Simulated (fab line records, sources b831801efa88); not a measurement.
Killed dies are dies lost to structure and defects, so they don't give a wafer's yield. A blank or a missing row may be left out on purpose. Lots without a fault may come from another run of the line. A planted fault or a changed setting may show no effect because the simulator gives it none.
fab line records | flow sfq_line
record lots=14 wafers=42 last_day=80
route steps=325 shown I1@84 I3@144 M4@160 I4@176
lots that met no fault: from a run of the same line without faults
start_h: hours from the record's first day to the start of the lot's first wafer shown | wait_h: hours since the lot's step before | " the same as in the row above | L1.1+2: a row that stands for several wafers | - no value, or no start given | * or withheld: withheld | < > ~ a bound
route shown NAME@n: a module of which the file shows steps, and the number in the route of the first | usual: mean/standard deviation of fault-free wafers | same: alike in all rows | chamber/n: place in a boat | sites: the reading at each site | _std_site: their standard deviation | _edge_site: outer sites' mean less inner sites' | radius_mm: how far each site lies from the wafer's centre | mask NAME#n: copy n | behind: the tool/chamber that last shaped the wafer | hold: why the lot was held/for how many hours/how that ended | device: the transistor (n, p or np) that didn't switch | end of line: the same wafers' tests at the end of the route | a step without rows: its recipe alone | killed: dies lost to structure and defects at the first sort, not the wafer's yield | map: a wafer's dies, x killed, . not, _ none there
set.NAME: the setting as run; set.NAME@STEP: as run at that earlier step | model.NAME: the simulator's own value behind a step, which no gauge read
steps of the route over a sample of lots; a table a step, a row a wafer
services: from which hour (start_h, from the record's first day; less than 0 if before it) a tool's chamber was out of use, for how many hours, and why
## steps
# step SFQ_TRILAYER_I1_VIA_BARC_OPEN_VIA_ETCH_071
# recipe mask_material=PR chemistry=O2 target_depth_nm=125 target=BARC source_w=500 bias_w=80 pressure_mtorr=30 time_s=41.7
# usual drypump_motor_current_A=5.6/0.41 oes_product_au=0.685/0.0047 rf_fwd_power_W=495.3/2.1
# same time_s=41.7
# columns lot.wafer tool chamber start_h wait_h drypump_motor_current_A oes_product_au rf_fwd_power_W rf_hours_counter_h
L496.1 rie_diel-03 2 346.45 0.0 5.7 0.679 495.5 10
L496.3 " 3 " " 5.9 0.685 492.4 5
L496.4 " 1 " " 5.4 0.680 490.8 1
L497.1 rie_diel-04 1 348.85 0.0 6.6 0.677 492.1 41
L497.5 " 3 " " 5.3 0.679 495.9 -
L497.6 " 2 " " 6.0 0.682 499.6 -
L498.2 rie_diel-04 2 356.05 0.0 6.0 0.687 498.2 9
L498.3 " 1 " " 6.6 0.676 493.3 41
L498.4 " 3 " " 5.3 0.688 497.4 30
L499.1 rie_diel-04 0 366.85 0.0 5.7 0.686 495.8 79
L499.2 " 3 " " 5.3 0.692 491.9 30
L499.5 " 3 " " 5.3 0.679 494.5 -
L500.4 rie_diel-03 1 379.27 0.0 5.4 0.689 492.3 1
L500.5 " 1 " " 5.5 0.681 491.2 -
L500.6 " 2 " " 5.7 0.683 496.5 -
L501.3 rie_diel-03 0 386.47 0.0 4.8 0.691 496.4 1
L501.4 " 1 " " 5.4 0.687 490.5 2
L501.6 " 3 " " 5.9 0.682 495.3 -
L505.4 rie_diel-03 2 419.97 0.0 5.7 0.684 496.1 11
L505.5 " 0 " " 4.8 0.692 494.3 -
L505.6 " 1 " " 5.4 0.677 493.7 -
L506.1 rie_diel-04 1 425.97 0.0 6.6 0.684 494.1 42
L506.2 " 0 " " 5.7 0.688 495.5 80
L506.4 " 2 " " 6.0 0.685 497.9 10
L507.1 rie_diel-02 3 428.37 0.0 5.8 0.683 493.1 14
L507.2 " 2 " " 5.9 0.690 498.6 84
L507.4 " 0 " " 6.0 0.685 496.2 10
L508.1 rie_diel-03 1 436.77 0.0 5.5 0.686 494.2 3
L508.3 " 2 " " 5.7 0.689 498.2 12
L508.4 " 3 " " 5.9 0.696 491.9 7
L509.1 rie_diel-04 2 441.57 0.0 6.0 0.681 498.4 10
L509.4 " 2 " " 6.0 0.685 499.1 -
L509.5 " 1 " " 6.6 0.689 494.2 -
L512.1 rie_diel-02 1 468.72 0.0 5.4 0.677 495.5 5
L512.2 " 2 " " 5.9 0.682 496.6 84
L512.5 " 3 " " 5.8 0.692 494.4 -
L513.3 rie_diel-02 3 480.72 0.0 5.8 0.695 495.3 15
L513.5 " 3 " " 5.8 0.686 496.8 -
L513.6 " 2 " " 5.8 0.680 495.0 -
L519.1 rie_diel-04 3 527.05 0.0 5.3 0.685 492.8 33
L519.3 " 0 " " 5.7 0.681 495.0 81
L519.5 " 3 " " 5.3 0.682 493.2 -
# step SFQ_TRILAYER_I3_VIA_BARC_OPEN_VIA_ETCH_121
# recipe mask_material=PR chemistry=O2 target_depth_nm=125 target=BARC source_w=500 bias_w=80 pressure_mtorr=30 time_s=41.7
# usual drypump_motor_current_A=5.7/0.43 oes_product_au=0.686/0.0043 rf_fwd_power_W=494.8/2.4
# same time_s=41.7
# columns lot.wafer tool chamber start_h wait_h drypump_motor_current_A oes_product_au rf_fwd_power_W rf_hours_counter_h
L496.1 rie_diel-04 1 751.01 0.0 6.6 0.689 495.2 47
L496.3 " 0 " " 5.7 0.686 497.5 2
L496.4 " 3 " " 5.3 0.686 493.4 38
L497.1 rie_diel-04 3 757.01 0.0 5.3 0.683 495.2 38
L497.5 " 3 " " 5.3 0.683 494.0 -
L497.6 " 0 " " 5.7 0.682 498.5 -
L498.2 rie_diel-03 2 766.61 0.0 5.7 0.685 499.4 18
L498.3 " 1 " " 5.4 0.678 493.4 9
L498.4 " 3 " " 5.8 0.688 496.7 13
L499.1 rie_diel-03 1 780.91 0.0 5.4 0.685 491.7 10
L499.2 " 2 " " 5.8 0.686 498.8 18
L499.5 " 0 " " 4.8 0.683 497.6 -
L500.4 rie_diel-04 0 791.73 0.0 5.7 0.682 494.0 -
L500.5 " 2 " " 6.0 0.679 498.7 -
L500.6 " 3 " " 5.3 0.686 495.9 -
L501.3 rie_diel-01 3 795.31 0.0 6.2 0.685 497.8 15
L501.4 " 2 " " 5.8 0.684 493.5 16
L501.6 " 0 " " 5.6 0.682 492.4 -
L505.4 rie_diel-04 3 835.66 0.0 5.3 0.685 495.1 40
L505.5 " 1 " " 6.6 0.689 496.7 -
L505.6 " 2 " " 6.0 0.683 497.2 -
L506.1 rie_diel-03 0 838.06 0.0 4.8 0.680 497.4 9
L506.2 " 2 " " 5.7 0.686 499.5 19
L506.4 " 1 " " 5.4 0.688 492.4 11
L507.1 rie_diel-03 2 844.06 0.0 5.7 0.694 496.3 20
L507.2 " 1 " " 5.4 0.680 491.9 11
L507.4 " 0 " " 4.8 0.688 494.6 9
L508.1 rie_diel-01 0 848.86 0.0 5.6 0.686 491.7 17
L508.3 " 1 " " 5.8 0.693 495.9 0
L508.4 " 3 " " 6.2 0.695 493.9 16
L509.1 rie_diel-04 0 856.06 0.0 5.7 0.690 494.6 5
L509.4 " 2 " " 6.0 0.681 496.2 -
L509.5 " 1 " " 6.6 0.685 494.2 -
L512.1 rie_diel-04 1 884.86 0.0 6.5 0.689 496.6 2
L512.2 " 0 " " 5.7 0.678 495.3 5
L512.5 " 3 " " 5.3 0.684 497.4 -
L513.3 rie_diel-01 0 890.86 0.0 5.6 0.685 491.2 18
L513.5 " 2 " " 5.8 0.686 495.7 -
L513.6 " 1 " " 5.8 0.688 495.0 -
L519.1 rie_diel-03 3 942.26 0.0 5.9 0.690 495.1 17
L519.3 " 0 " " 4.8 0.690 496.3 11
L519.5 " 3 " " 5.9 0.691 493.7 -
# step SFQ_TRILAYER_M4_ETCH_METAL_ETCH_096
# recipe target=Nb stop_on=SiO2 mask_material=PR chemistry=Cl2/Ar target_depth_nm=240 icp_w=600 bias_w=80 pressure_mtorr=10 time_s=120
# usual drypump_motor_current_A=5.5/0.37 he_backside_leak_sccm=3.51/0.2 oes_product_au=0.897/0.0084 rf_fwd_power_W=597.1/1.9
# same time_s=120
# columns lot.wafer tool chamber start_h wait_h drypump_motor_current_A he_backside_leak_sccm oes_product_au rf_fwd_power_W rf_hours_counter_h
L496.1 rie_metal-03 1 814.25 0.0 5.4 3.55 0.881 597.3 52
L496.3 " 1 " " 5.4 3.60 0.899 595.3 -
L496.4 " 0 " " 5.3 3.32 0.894 593.8 -
L497.1 rie_metal-02 0 821.45 0.0 5.7 3.56 0.883 596.1 151
L497.5 " 0 " " 5.7 3.88 0.902 594.7 -
L497.6 " 1 " " 6.0 3.33 0.886 595.5 -
L498.2 rie_metal-03 1 831.83 0.0 5.4 3.47 0.915 599.8 55
L498.3 " 1 " " 5.4 3.46 0.890 599.5 -
L498.4 " 0 " " 5.3 3.70 0.906 597.5 -
L499.1 rie_metal-02 0 845.63 0.0 5.7 3.90 0.905 595.3 156
L499.2 " 1 " " 5.9 3.57 0.893 596.4 123
L499.5 " 1 " " 5.9 3.55 0.887 595.5 -
L500.4 rie_metal-03 1 856.78 0.1 5.4 3.43 0.886 598.3 -
L500.5 " 0 " " 5.3 3.33 0.881 601.3 -
L500.6 " 1 " " 5.4 3.50 0.886 596.8 -
L501.3 rie_metal-03 1 860.38 0.1 5.4 3.41 0.889 594.0 -
L501.4 " 0 " " 5.3 3.60 0.895 599.2 -
L501.6 " 0 " " 5.3 3.42 0.911 600.1 -
L505.4 rie_metal-02 1 889.32 0.2 6.0 3.54 0.900 598.0 -
L505.5 " 1 " " 5.9 3.48 0.895 597.4 -
L505.6 " 1 " " 5.9 3.49 0.895 597.1 -
L506.1 rie_metal-02 1 891.59 0.1 5.9 3.47 0.898 598.4 136
L506.2 " 1 " " 5.9 3.44 0.901 596.1 -
L506.4 " 1 " " 5.9 3.41 0.915 596.7 -
L507.1 rie_metal-04 1 896.33 0.0 4.9 3.68 0.895 594.5 111
L507.2 " 0 " " 5.1 3.25 0.896 596.3 89
L507.4 " 0 " " 5.1 3.26 0.892 595.9 -
L508.1 rie_metal-04 0 898.73 0.0 5.1 3.16 0.912 593.1 90
L508.3 " 1 " " 4.9 3.52 0.898 597.4 -
L508.4 " 0 " " 5.1 3.28 0.894 596.9 -
L509.1 rie_metal-03 1 903.53 0.0 5.4 3.60 0.892 599.6 65
L509.4 " 0 " " 5.3 3.50 0.886 599.6 -
L509.5 " 1 " " 5.4 3.48 0.888 598.9 -
L512.1 rie_metal-03 1 923.73 0.0 5.4 3.46 0.899 505.0 69
L512.2 " 0 " " 5.3 3.46 0.892 501.8 77
L512.5 " 0 " " 5.3 3.49 0.898 503.9 -
L513.3 rie_metal-03 0 929.78 0.1 5.3 3.28 0.886 502.3 -
L513.5 " 0 " " 5.3 3.58 0.883 501.8 -
L513.6 " 1 " " 5.4 3.61 0.890 502.4 -
L519.1 rie_metal-02 1 965.38 0.0 5.9 3.52 0.910 596.1 153
L519.3 " 0 " " 5.8 3.38 0.883 596.0 -
L519.5 " 0 " " 5.7 3.95 0.902 596.0 -
# step SFQ_TRILAYER_I4_VIA_STRIP_STRIP_107
# recipe gas=O2 power_w=200 platen_temp_c=40 overash_fraction=0.65 chemistry=O2 pressure_mtorr=50
# usual drypump_motor_current_A=5.3/0.41 he_backside_leak_sccm=3.5/0.36 oes_product_au=1.011/0.012
# columns lot.wafer tool chamber start_h wait_h drypump_motor_current_A he_backside_leak_sccm oes_product_au rf_hours_counter_h
L496.1 rie_metal-04 1 954.51 - 4.8 3.7 1.009 122
L496.3 " 1 " " 4.8 3.5 1.012 -
L496.4 " 0 " " 5.1 3.2 1.032 -
L497.1 rie_metal-01 1 966.51 - 5.2 3.6 1.026 114
L497.5 " 0 " " 5.0 3.3 1.004 -
L497.6 " 1 " " 5.2 3.6 1.020 -
L498.2 rie_metal-01 1 981.69 - 5.2 3.8 1.016 117
L498.3 " 1 " " 5.2 3.8 1.019 -
L498.4 " 0 " " 5.0 3.6 1.003 -
L499.1 rie_metal-04 1 998.49 - 4.8 3.3 1.002 131
L499.2 " 0 " " 5.1 3.1 1.013 109
L499.5 " 0 " " 5.1 3.1 1.010 -
L500.4 rie_metal-01 0 1015.45 - 5.1 3.3 0.990 -
L500.5 " 0 " " 5.1 3.3 0.998 -
L500.6 " 1 " " 5.2 3.6 1.014 -
L501.3 rie_metal-01 0 1017.85 - 5.1 3.2 0.999 -
L501.4 " 1 " " 5.2 3.7 1.026 -
L501.6 " 0 " " 5.1 3.5 0.987 -
L505.4 rie_metal-02 0 1047.85 - 5.8 3.4 0.998 -
L505.5 " 1 " " 6.0 3.5 0.999 -
L505.6 " 0 " " 5.8 3.8 1.002 -
L506.1 rie_metal-01 1 1052.45 - 5.2 3.5 1.021 127
L506.2 " 0 " " 5.1 3.4 1.013 156
L506.4 " 1 " " 5.2 3.6 1.030 -
L507.1 rie_metal-02 1 1057.25 - 6.0 3.5 1.000 168
L507.2 " 0 " " 5.8 3.6 1.019 30
L507.4 " 1 " " 6.0 3.5 0.985 -
L508.1 rie_metal-04 1 1062.05 - 4.8 3.4 1.001 139
L508.3 " 1 " " 4.8 3.7 1.012 -
L508.4 " 1 " " 4.8 3.5 1.012 -
L509.1 rie_metal-02 1 1064.45 - 5.9 3.6 1.003 169
L509.4 " 1 " " 5.9 3.6 1.003 -
L509.5 " 1 " " 6.0 3.5 1.004 -
L512.1 rie_metal-04 0 1092.21 - 5.1 3.2 1.018 119
L512.2 " 1 " " 4.9 3.7 1.016 144
L512.5 " 1 " " 4.9 3.7 1.023 -
L513.3 rie_metal-02 0 1104.61 - 5.7 3.2 1.016 -
L513.5 " 0 " " 5.8 3.2 1.014 -
L513.6 " 0 " " 5.7 3.2 1.026 -
L519.1 rie_metal-02 1 1162.31 - 5.9 3.2 1.014 4
L519.3 " 0 " " 5.8 3.9 1.004 -
L519.5 " 1 " " 5.9 3.2 1.010 -
## services
# columns tool chamber start_h hours kind
rie_diel-04 - 332.86 0.4 repair
rie_diel-03 3 356.66 2.7 repair
rie_diel-04 1 360.34 26.8 repair
rie_diel-04 1 394.75 9.5 repair
rie_metal-02 1 396.81 7.1 repair
rie_diel-04 0 437.32 11.5 repair
rie_diel-03 0 533.03 7.9 repair
rie_diel-04 0 544.16 1.6 repair
rie_diel-04 - 558.42 0.5 repair
rie_metal-02 - 576.12 40.3 repair
rie_diel-04 0 593.92 4.2 repair
rie_diel-03 2 598.89 17.5 repair
rie_metal-02 0 609.02 1.0 repair
rie_diel-03 - 610.08 1.1 repair
rie_diel-04 1 615.99 23.8 repair
rie_diel-04 0 725.00 1.3 repair
rie_diel-04 - 742.44 0.2 repair
rie_diel-04 - 839.52 2.8 pm
rie_diel-04 - 851.07 4.6 repair
rie_diel-04 3 904.73 4.6 repair
rie_diel-04 1 959.94 5.1 repair
rie_diel-04 3 986.86 9.5 repair
rie_diel-04 - 993.42 0.9 repair
rie_diel-04 1 1160.02 1.8 repair
## key
first_sign step=SFQ_TRILAYER_M4_ETCH_METAL_ETCH_096 reading=rf_fwd_power_W direction=down sigmas=50 usual=597.1 struck=502.9
effect none on later readings
met_at SFQ_TRILAYER_M4_ETCH_METAL_ETCH_096
struck_lots L512,L513
not_acting_at SFQ_TRILAYER_I1_VIA_BARC_OPEN_VIA_ETCH_071,SFQ_TRILAYER_I3_VIA_BARC_OPEN_VIA_ETCH_121,SFQ_TRILAYER_I4_VIA_STRIP_STRIP_107
onset_between 903.53 923.73
fault kind=process_parameter_drift tool=rie_metal-03 chamber=- onset_h=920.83 steps=SFQ_TRILAYER_M4_ETCH_METAL_ETCH_096 channel=icp_w offset=-96 shape=step end_h=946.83 acts_in=these_recipes_only stated=600
